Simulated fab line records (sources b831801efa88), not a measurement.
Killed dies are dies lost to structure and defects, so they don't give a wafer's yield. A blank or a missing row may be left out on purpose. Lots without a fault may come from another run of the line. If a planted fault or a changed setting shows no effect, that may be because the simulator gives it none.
Comparing a struck lot with a sound one -- flow sky130 -- 43 steps out of a route of 708
Sound: wafers L568.1, L568.2, L568.6. Struck: wafers L575.1, L575.5 (left out: L575.2, a lot-mate that was not struck); the cause follows at the end.
Each step with rows lists, per side, the tool, then ch with its chambers, then its first start. Under that, the readings that differ: sound wafers -- struck wafers -- difference of the means -- sigmas: that difference in standard deviations of wafers without a fault.
alike: same words and numbers on both sides, and readings whose means sit less than 2 such deviations apart. not compared: any withheld reading, any reading some wafer has no value for, any bound like >300 that may hide the same value, and any number with overlapping values for which the record gives no deviation.
Wherever a step has rows on one side only, a row that says differs or no value, or a row with sigmas, the two part there. Non-overlapping numbers with no deviation appear without sigmas and do not part them. A reading missing from all wafers of one side parts the sides only when that side holds two or more wafers.

first, 3 steps without rows for these wafers: SKY_FIELD_ISO_WET_ETCH_30 (etches SiO2 in dHF, target depth 25 nm, time 50 s); SKY_NWELL_CLEAN_00 (cleans in SC1/SC2, time 150 s); SKY_NWELL_OXIDATION_01 (stabilise 600 s, purge 300 s, target thk 10 nm).
SKY_NWELL_THK_MEAS_02:
  struck on film_metro-04, day 5 00:06; sound on film_metro-04, day 3 12:00
reading,sound,struck,difference,sigmas
NWELL_OXIDATION_THK (nm),10.45 10.42 10.24,9.99 10.01,-0.37,-2
then, 8 steps without rows for these wafers: SKY_DNWELL_DEHYDRATE_00 (time 60 s); SKY_DNWELL_HMDS_01 (prime time 60 s); SKY_DNWELL_COAT_02 (resist thk 3000 nm); SKY_DNWELL_SOFTBAKE_03; SKY_DNWELL_EXPOSE_04 (exposes mask DNM, target cd 3000 nm); SKY_DNWELL_PEB_05; SKY_DNWELL_DEVELOP_06 (develop time 60 s); SKY_DNWELL_IMPLANT_07.
SKY_DNWELL_STRIP_08: strips in O2/N2.
  sound on plasma_asher-04 ch 0,1, day 4 05:04; struck on plasma_asher-01 ch 0, day 5 17:55
reading,sound,struck,difference,sigmas
drypump_motor_current_A (A),5.2 4.9 4.9,5.7 5.7,+0.7,+2
  alike: oes_product_au, strip_time_to_endpoint_s
  not compared: rf_hours_counter_h
SKY_DNWELL_TW_MEAS_09:
  struck on film_metro-02, day 5 18:01; sound on film_metro-03, day 4 05:10
reading,sound,struck,difference,sigmas
DNWELL_TW,1121 1122 1123,1098 1109,-18,-2
then, 7 steps without rows for these wafers: SKY_PWDE_DEHYDRATE_00 (time 60 s); SKY_PWDE_HMDS_01 (prime time 60 s); SKY_PWDE_COAT_02 (resist thk 3000 nm); SKY_PWDE_SOFTBAKE_03; SKY_PWDE_EXPOSE_04 (exposes mask PWDEM, target cd 840 nm); SKY_PWDE_PEB_05; SKY_PWDE_DEVELOP_06 (develop time 60 s).
SKY_PWDE_OVL_MEAS_07:
  struck on overlay-01, day 6 10:58; sound on overlay-01, day 4 23:52
  alike: PWDE_OVL
then, 1 step without rows for these wafers: SKY_PWDE_IMPLANT_08.
SKY_PWDE_STRIP_09: strips in O2/N2.
  sound on plasma_asher-02 ch 0,1, day 5 00:02; struck on plasma_asher-03 ch 0, day 6 11:08
  alike: drypump_motor_current_A, oes_product_au, strip_time_to_endpoint_s
  not compared: rf_hours_counter_h
SKY_PWDE_TW_MEAS_10:
  struck on film_metro-03, day 6 11:14; sound on film_metro-03, day 5 00:08
  alike: PWDE_TW
then, 7 steps without rows for these wafers: SKY_NWELL_DEHYDRATE_03 (time 60 s); SKY_NWELL_HMDS_04 (prime time 60 s); SKY_NWELL_COAT_05 (resist thk 3000 nm); SKY_NWELL_SOFTBAKE_06; SKY_NWELL_EXPOSE_07 (exposes mask NWM, target cd 840 nm); SKY_NWELL_PEB_08; SKY_NWELL_DEVELOP_09 (develop time 60 s).
SKY_NWELL_OVL_MEAS_10:
  struck on overlay-02, day 7 05:02; sound on overlay-01, day 5 18:02
reading,sound,struck,difference,sigmas
NWELL_00_OVL (nm),2.8 2.3 -0.9,-1.7 -0.7,-2.6,-2
then, 3 steps without rows for these wafers: SKY_NWELL_IMPLANT_11; SKY_NWELL_IMPLANT_12; SKY_NWELL_IMPLANT_13.
SKY_NWELL_STRIP_14: strips in O2/N2.
  sound on plasma_asher-01 ch 0,1, day 5 18:31; struck on plasma_asher-03 ch 1, day 7 05:31
  alike: drypump_motor_current_A, oes_product_au, strip_time_to_endpoint_s
  not compared: rf_hours_counter_h
SKY_NWELL_TW_MEAS_15:
  struck on film_metro-03, day 7 05:37; sound on film_metro-02, day 5 18:37
  alike: NWELL_TW
then, 4 steps without rows for these wafers: SKY_NWELL_DEHYDRATE_16 (time 60 s); SKY_NWELL_HMDS_17 (prime time 60 s); SKY_NWELL_COAT_18 (resist thk 3000 nm); SKY_NWELL_SOFTBAKE_19.
-- the record jumps here: 42 days lie between the struck wafers' starts before and after (it left off in module NWELL and takes up again in module PAD_OPEN, whose first step shown is number 708 of the route) --
SKY_PAD_OPEN_PROBE_99:
  struck on prober-01, day 49 02:10; sound on prober-01, day 47 07:35
reading,sound,struck,difference,sigmas
hold,- - -,await_dispo/4.4h/release await_dispo/4.4h/release,no value on the sound wafers,
killed_at_contacts,33 24 32,18 12,-15,-2
killed_at_front_end,20 16 19,60 47,+35,+8
killed_dies,97 90 86,135 98,+26,+3
  alike: killed_at_M0_to_M3, killed_at_M4_up, killed_at_other, killed_open, killed_short

## WHERE THEY PART
Earliest at SKY_NWELL_THK_MEAS_02; latest, in this record, at SKY_PAD_OPEN_PROBE_99.

WHY: what the simulator had put in
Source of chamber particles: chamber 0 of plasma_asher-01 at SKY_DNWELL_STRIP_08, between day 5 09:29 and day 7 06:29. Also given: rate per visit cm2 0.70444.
